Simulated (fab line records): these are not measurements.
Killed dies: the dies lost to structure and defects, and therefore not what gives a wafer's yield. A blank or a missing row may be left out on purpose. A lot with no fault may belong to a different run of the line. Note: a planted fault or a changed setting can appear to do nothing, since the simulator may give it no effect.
Chamber matching + flow sky130 + SKY_FIELD_ISO_ETCH_17 on rieSi-01 has 4 sister chambers
The step etches Si in HBr/Cl2/O2, target depth 342 nm, time 97.7 s. 8 wafers are shown with their chamber, then 7 later ones without.

## WAFERS WITH THEIR CHAMBER
| wafer  | chamber | drypumpMotorCurrentA (A) | oesProductAu (a.u.) |
|--------|---------|--------------------------|---------------------|
| L500.4 | 3       | 5.9                      | 1.004               |
| L502.3 | 1       | 6.0                      | 0.988               |
| L502.5 | 3       | 6.0                      | 1.009               |
| L504.1 | 2       | 5.6                      | 1.019               |
| L504.2 | 0       | 5.4                      | 1.020               |
| L504.6 | 1       | 5.9                      | 0.997               |
| L506.1 | 2       | 5.6                      | 1.009               |
| L506.3 | 0       | 5.5                      | 1.018               |

## WAFERS WITH NO CHAMBER GIVEN
| wafer  | drypumpMotorCurrentA (A) | oesProductAu (a.u.) |
|--------|--------------------------|---------------------|
| L506.5 | 6.0                      | 0.998               |
| L508.1 | 5.4                      | 1.009               |
| L508.5 | 6.0                      | 0.980               |
| L508.6 | 5.6                      | 1.002               |
| L510.3 | 5.5                      | 1.013               |
| L510.4 | 5.9                      | 0.991               |
| L510.6 | 6.0                      | 0.973               |

## THE CHAMBER EACH PASSED THROUGH
| wafer  | from the rows above     | in truth                   |
|--------|-------------------------|----------------------------|
| L506.5 | can't be placed: 1 or 3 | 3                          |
| L508.1 | can't be placed: 0 or 2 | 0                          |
| L508.5 | 1                       | 1                          |
| L508.6 | can't be placed: 2 or 0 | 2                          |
| L510.3 | can't be placed: 0 or 2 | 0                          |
| L510.4 | 1                       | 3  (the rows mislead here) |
| L510.6 | 1                       | 1                          |
Correct placement for 2 of the 7. Unplaceable from these rows: 4, with the true chamber sitting among the candidates in 4. Number placed wrongly: 1.
How it was worked out, from the rows above alone: a wafer's distance from a chamber is the root of the sum, over the readings, of the square of ((its reading less the chamber's mean) divided by the reading's scatter). If the next closest chamber is less than 2 further off than the closest, the wafer can't be placed; otherwise it belongs to the closest. For every chamber, the mean is computed from those of its wafers that are shown. How the scatter is found: for the shown wafers, subtract from each reading the mean of its chamber, square and add these, divide the total by (wafers less chambers), then take the root.
